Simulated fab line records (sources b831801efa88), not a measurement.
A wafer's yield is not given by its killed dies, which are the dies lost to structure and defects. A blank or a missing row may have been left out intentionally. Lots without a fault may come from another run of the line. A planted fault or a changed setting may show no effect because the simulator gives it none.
Problem report in the 8D (eight disciplines) form, filled by code | flow sfq-line | the parts of the form that need people (team, actions taken, sign-off) are left out

1. WHAT IS WRONG
Mean of thk-nm at SFQ_TRILAYER_I6_METRO_MEASURE_167: 247.8 nm across 3 wafers in 3 lots; on wafers with no fault it is 198.3 nm (standard deviation 1.6). Relative to the usual mean, that is a shift of +31 standard deviations.
Seen first at day 78 13:38 on film-metro-02, wafer L437.3. At this step, 41 wafers from 15 lots have a number in the record. The rule behind "out" and "out of limits": a value lying over 4 standard deviations away from the usual mean. The other wafers with a number count as sound.

2. WHAT IT IS, AND WHAT IT ISN'T
question                    | is                           | is not
which readings at this step | thk-nm                       | -
which lots                  | L437, L438, L439             | L426, L427, L428, L429, L430, L431, L433, L440, L444, L446, L447, L448
which wafers of those lots  | L437.3, L438.5, L439.5       | L437.4, L438.4, L439.1
read on which tools         | film-metro-02, film-metro-04 | film-metro-01
when                        | from day 78 13:38            | up to then (22 sound wafers); but 16 sound wafers of L438, L439, L440, L444, L446, L447, L448 came after

3. WHAT RULES OUT EACH SUSPECT
Counting: if a tool at a process step up to the reading ran every lot that is out, it stays a suspect. Sound lots after the first of them don't rule it out here, since some wafers of a struck lot are sound.
- cmp-02 at SFQ_TRILAYER_I6_CMP_CMP_166 (polishes SiO2): kept. Ran every lot that is out, first one L437 (day 78 05:56); last sound lot up to then L431 (day 75 10:22).
Remaining after the count: cmp-02 at SFQ_TRILAYER_I6_CMP_CMP_166.

4. THE CAUSE (what the simulator had put in)
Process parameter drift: cmp-02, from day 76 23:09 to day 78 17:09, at SFQ_TRILAYER_I6_CMP_CMP_166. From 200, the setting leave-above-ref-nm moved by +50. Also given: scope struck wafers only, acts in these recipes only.
Counting left only this tool.

5. THE EFFECT CHAIN, in route order
Rows list readings where the struck wafers' mean (over those with a number) sits beyond 3 standard deviations from the usual. Only readings for which the record gives a usual standard deviation are gone through. hours: the time from each lot's start at the first step in this table that gives one to its start at this step, as a median over the lots. sigmas: the change in usual standard deviations.
hours | step                                  | reading            | usual      | on struck wafers | change | sigmas
0     | SFQ_TRILAYER_I6_CMP_CMP_166           | time-to-endpoint-s | 201 s      | 169              | -32    | -3.4
6     | SFQ_TRILAYER_I6_METRO_MEASURE_167     | thk-nm             | 198.3 nm   | 247.8            | +49.5  | +31
103   | SFQ_TRILAYER_I6_VIA_ETCH_VIA_ETCH_172 | oes-product-au     | 0.851 a.u. | 0.969            | +0.118 | +20
Its process steps:
- SFQ_TRILAYER_I6_CMP_CMP_166: polishes SiO2.
- SFQ_TRILAYER_I6_METRO_MEASURE_167
- SFQ_TRILAYER_I6_VIA_ETCH_VIA_ETCH_172: etches SiO2 in CHF3, stops on Nb, target depth 260 nm.

6. WHAT WOULD HAVE CAUGHT IT SOONER
First out-of-limits reading in this record: day 78 13:38, which is 38 hours after fault onset at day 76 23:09.
An alarm limit of 4 standard deviations would not have fired on the tool readings at SFQ_TRILAYER_I6_CMP_CMP_166 for which the record gives a usual standard deviation, since none of them was out on any struck wafer.
By day 78 13:38 the whole set of lots that are out, 3 in number, had already begun SFQ_TRILAYER_I6_CMP_CMP_166 on cmp-02. None of them would have been spared by holding the tool at that moment.
